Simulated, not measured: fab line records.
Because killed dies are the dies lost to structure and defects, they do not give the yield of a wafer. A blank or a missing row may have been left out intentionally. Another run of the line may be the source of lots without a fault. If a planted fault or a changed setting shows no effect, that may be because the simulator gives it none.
The tool behind it: which one?    flow sky130    33 wafers sampled from 11 lots at 1 step of a route of 708

## WHAT THE GAUGES SHOWED, per wafer
SKY_POLY_GATE_THK_MEAS_21.
lot   measured      on             POLY_GATE_OXIDATION_THK (nm)
L765  day 16 11:07  film_metro-04  3.96 3.94 3.91
L767  day 17 00:07  film_metro-04  3.92 3.97 4.02
L766  day 17 09:16  film_metro-01  3.86 3.99 3.98
L769  day 17 19:15  film_metro-03  4.29 4.12 4.20
L772  day 19 10:56  film_metro-04  4.07 4.07 4.06
L774  day 20 06:59  film_metro-01  4.03 4.03 4.06
L775  day 20 07:50  film_metro-03  3.97 3.95 4.03
L777  day 21 03:11  film_metro-03  3.98 3.94 4.01
L784  day 23 15:44  film_metro-01  4.16 4.11 4.07
L787  day 24 12:38  film_metro-04  4.00 4.05 3.93
L788  day 24 16:04  film_metro-03  3.99 4.03 3.98

## WHAT TOOL EACH LOT RAN ON (gives the tool, then ch and the chambers of the sampled wafers, and finally the start)
Record: no process step prior to these readings.

## THE ANSWER, worked out from the rows above alone
Rule: the usual values come from the lots themselves. The widest of any qualifying gaps counts: lots, ordered by their means at a reading, are off when they make up no more than a third of the lots, leave a main group of 4 or more, and stand apart from it by 3 or more times the standard deviation of that group's means. A main group is skipped when, at the precision printed for the reading in the tables above, its means are all equal. Also off: a lot with no number at a reading for which 4 or more lots have one. Any other lot the step has rows for is counted as sound.
No lot is off on any of the readings shown, so nothing can be concluded from this.

## WHAT THE SIMULATOR HAD PUT IN
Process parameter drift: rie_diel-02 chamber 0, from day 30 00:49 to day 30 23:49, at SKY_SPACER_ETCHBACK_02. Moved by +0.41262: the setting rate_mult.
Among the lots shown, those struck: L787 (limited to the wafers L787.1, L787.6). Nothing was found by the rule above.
